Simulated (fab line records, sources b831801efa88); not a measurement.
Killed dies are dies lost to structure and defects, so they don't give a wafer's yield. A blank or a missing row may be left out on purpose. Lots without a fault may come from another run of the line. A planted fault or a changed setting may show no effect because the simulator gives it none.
One fault seen from 2 desks | flow sky130 | each desk has only its own numbers; what lay behind them comes last

THE METROLOGY DESK
What the gauges read, lot by lot, whatever tool the lot ran on: means of the sampled wafers that have a number. A lot is out of limits, marked OUT, if its mean lies more than 4 standard deviations from the usual mean; the brackets give that distance.
Columns: A = FIELD_ISO_CVD_24_THK at SKY_FIELD_ISO_THK_MEAS_25, usual 594 nm; B = cd_nm at SKY_SONOS_TUNNEL_CD_MEAS_07, usual 410.4 nm; C = SONOS_ONO_CVD_02_THK at SKY_SONOS_ONO_THK_MEAS_03, usual 10.56 nm; D = SONOS_ONO_CVD_04_THK at SKY_SONOS_ONO_THK_MEAS_05, usual 5.68 nm
lot  | first seen here | A   | B                | C     | D
L612 | day 2 08:32     | 602 | 409.9            | 10.48 | 5.68
L613 | day 2 14:02     | 592 | 409.8            | 10.71 | 5.91
L614 | day 2 18:31     | 592 | 409.0            | 10.73 | 5.58
L617 | day 3 08:01     | 601 | 400.6 (-4.9) OUT | 10.53 | 5.79
L619 | day 3 19:20     | 597 | 402.0 (-4.2) OUT | 10.50 | 5.64
L621 | day 4 06:33     | 595 | 393.6 (-8.4) OUT | 10.41 | 5.58
L624 | day 5 03:31     | 595 | 410.4            | 10.49 | 5.57
L627 | day 5 14:17     | 589 | 408.6            | 10.55 | 5.52
L628 | day 5 19:03     | 590 | 411.3            | 10.55 | 5.69
L629 | day 6 00:07     | 591 | 411.6            | 10.58 | 5.56
L631 | day 6 09:09     | 591 | 410.8            | 10.65 | 5.83
L632 | day 6 14:41     | 591 | 410.8            | 10.60 | 5.73
L633 | day 6 20:44     | 590 | 410.2            | 10.50 | 5.67
L634 | day 7 01:26     | 591 | 413.4            | 10.61 | 5.75
L635 | day 7 08:10     | 591 | 412.5            | 10.49 | 5.78
This desk's finding: out of limits on L617, L619, L621; first on L617, day 13 09:00 (cd_nm at SKY_SONOS_TUNNEL_CD_MEAS_07). In limits: L612, L613, L614, L624, L627, L628, L629, L631, L632, L633, L634, L635.

THE TOOL OWNER'S DESK: litho_track-02
The tool's own readings at SKY_SONOS_TUNNEL_DEVELOP_06 (develop time 60 s): means of the sampled wafers that have a number, for each lot that ran on this tool. A lot is out of limits, marked OUT, if its mean lies more than 4 standard deviations from the usual mean; the brackets give that distance.
Columns: A = chill_plate_temp_C at SKY_SONOS_TUNNEL_DEVELOP_06, usual 22.99 C
lot  | first seen here | A
L614 | day 11 23:36    | 22.97
L617 | day 13 08:51    | 23.05
L619 | day 14 02:26    | 22.95
L621 | day 14 11:24    | 22.87
L629 | day 17 03:09    | 23.11
L631 | day 17 14:35    | 22.99
L632 | day 18 05:09    | 22.99
L635 | day 19 00:24    | 22.90
This desk's finding: nothing out of limits on any of the 8 lots.

PUT TOGETHER
The metrology desk could have raised an alarm at day 13 09:00, on L617, L619, L621.
The tool owner's desk saw nothing out of limits.
The tool owner's desk has L617, L619, L621 on record, within its limits.
Of the lots named, all ran SKY_SONOS_TUNNEL_DEVELOP_06 on litho_track-02.

WHAT THE SIMULATOR HAD PUT IN
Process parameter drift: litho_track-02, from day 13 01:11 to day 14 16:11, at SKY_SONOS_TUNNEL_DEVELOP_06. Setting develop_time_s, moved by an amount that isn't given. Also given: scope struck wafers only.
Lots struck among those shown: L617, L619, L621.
Hours from the fault's start to each desk's first reading out of limits: the metrology desk, 8.
